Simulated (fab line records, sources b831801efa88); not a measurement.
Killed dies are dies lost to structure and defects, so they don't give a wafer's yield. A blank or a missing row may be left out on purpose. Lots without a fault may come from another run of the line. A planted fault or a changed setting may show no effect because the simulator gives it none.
A struck lot beside a sound one | flow sky130 | 18 steps out of a route of 708
Sound: wafers L409.2, L409.3, L409.5. Struck: wafers L410.3, L410.4. (L410.1 of the same lot was not struck and is left out.) The cause comes at the end.
At each step with rows: each side's tool, then ch and its chambers, then its first start. Under that, the readings that differ: sound wafers | struck wafers | difference of the means | sigmas: that difference in standard deviations of wafers without a fault.
alike: readings whose means differ by less than 2 such deviations, and words and numbers that are the same on both sides. not compared: withheld readings, readings that some wafer has no value for, bounds like >300 that may hide the same value, and numbers for which the record gives no deviation and whose values overlap.
The two part at a step that has a row with sigmas, a row that says differs or no value, or rows on one side only. Numbers that don't overlap but have no deviation are shown without sigmas and don't part them. A reading that every wafer of one side lacks parts them only if that side has two wafers or more.

first, 3 steps without rows for these wafers: SKY_VIA2_EXPOSE_09 (exposes mask VIM2, target cd 200 nm); SKY_VIA2_PEB_10; SKY_VIA2_DEVELOP_11 (develop time 60 s).
SKY_VIA2_CD_MEAS_12: target cd 200 nm.
  sound on cd_sem-02, day 36 14:46; struck on cd_sem-01, day 37 04:16
  alike: cd_nm
SKY_VIA2_OVL_MEAS_13:
  sound on overlay-01, day 36 14:52; struck on overlay-02, day 37 04:23
  alike: VIA2_OVL
SKY_VIA2_ETCH_14: etches BARC in N2/H2, stops on SiO2, time 45.9 s, target depth 60 nm.
  sound on rie_diel-01 ch 0,1,2, day 36 14:54; struck on rie_diel-01 ch 1, day 37 04:25
  reading                        | sound                | struck        | difference | sigmas
  chamber_pressure_mTorr (mTorr) | 30.028 30.011 30.045 | 29.959 29.947 | -0.075     | -3
  alike: drypump_motor_current_A, oes_product_au, throttle_valve_pct
  not compared: rf_hours_counter_h
SKY_VIA2_ETCH_15: etches SiO2 in C4F8/O2/Ar, stops on TiN, target depth 546 nm, time 84 s.
  sound on rie_diel-01 ch 0,1,2, day 36 14:57; struck on rie_diel-01 ch 1, day 37 04:28
  alike: chamber_pressure_mTorr, oes_product_au
  not compared: rf_hours_counter_h
SKY_VIA2_STRIP_16: strips in O2/N2.
  sound on plasma_asher-01 ch 0, day 36 15:01; struck on plasma_asher-02 ch 0,1, day 37 04:31
  alike: chamber_pressure_mTorr, drypump_motor_current_A, o2_flow_sccm, oes_product_au, strip_time_to_endpoint_s
  not compared: rf_hours_counter_h
then, 3 steps without rows for these wafers: SKY_VIA2_STRIP_17 (strips in post etch residue remover, time 1200 s); SKY_VIA2_CLEAN_18 (cleans in IPA, time 180 s); SKY_VIA2_CLEAN_19 (cleans in O3/DIW).
SKY_VIA2_SPUTTER_20: material TiN, target thk 20 nm, time 80 s.
  sound on pvd_sputter-04, day 36 15:36; struck on pvd_sputter-03, day 37 05:07
  alike: cathode_dc_power_W, chamber_pressure_pa, throttle_valve_pct
SKY_VIA2_CVD_21: deposits W, target thk 420 nm, time 126.4 s.
  sound on cvd_w-01 ch 0,1, day 36 15:40; struck on cvd_w-01 ch 0,1, day 37 05:11
  reading                            | sound             | struck      | difference | sigmas
  model.W_of_VIA2_CVD_21.thk_nm (nm) | 426.8 422.9 423.7 | 277.7 277.6 | -146.8     |
  alike: heater_power_w
SKY_VIA2_RS_MEAS_22: measures by four-point-probe.
  sound on film_metro-03, day 36 15:49; struck on film_metro-03, day 37 05:35
  reading            | sound             | struck      | difference | sigmas
  VIA2_W_RS (ohm/sq) | 0.268 0.271 0.271 | 0.415 0.415 | +0.145     | +37
  not compared: hold
SKY_VIA2_THK_MEAS_23: measures by xrf.
  sound on film_metro-03, day 36 15:55; struck on film_metro-03, day 37 11:16
  reading         | sound       | struck  | difference | sigmas
  VIA2_W_THK (nm) | 420 419 420 | 272 275 | -146       | -24
  not compared: hold
SKY_VIA2_CMP_24: polishes, stops on SiO2, t overpolish 20 s, target thk 0 nm.
  sound on cmp-02 ch 0,1,2, day 36 16:01; struck on cmp-02 ch 0,1, day 37 16:00
  reading                | sound       | struck                                            | difference                   | sigmas
  hold                   | - - -       | await_dispo/4.7h/release await_dispo/4.7h/release | no value on the sound wafers |
  time_to_endpoint_s (s) | 105 105 102 | 65 63                                             | -40                          | -12
  alike: motor_current_A
SKY_METAL3_SPUTTER_00: material Ti, target thk 15 nm, time 10 s.
  sound on pvd_sputter-03, day 36 16:16; struck on pvd_sputter-02, day 37 16:18
  reading                | sound          | struck    | difference | sigmas
  throttle_valve_pct (%) | 30.7 30.1 31.2 | 29.6 29.5 | -1.1       | -2
  alike: cathode_dc_power_W, chamber_pressure_pa
-- the record jumps here: 9 days lie between the struck wafers' starts before and after (it left off in module METAL3 and takes up again in module PAD_OPEN, whose first step shown is number 708 of the route) --
SKY_PAD_OPEN_PROBE_99:
  the record has rows for the struck wafers here (prober-01, day 46 12:19) and none for the sound ones

WHERE THEY PART
First at SKY_VIA2_ETCH_14; last, within this record, at SKY_PAD_OPEN_PROBE_99.

WHY: what the simulator had put in
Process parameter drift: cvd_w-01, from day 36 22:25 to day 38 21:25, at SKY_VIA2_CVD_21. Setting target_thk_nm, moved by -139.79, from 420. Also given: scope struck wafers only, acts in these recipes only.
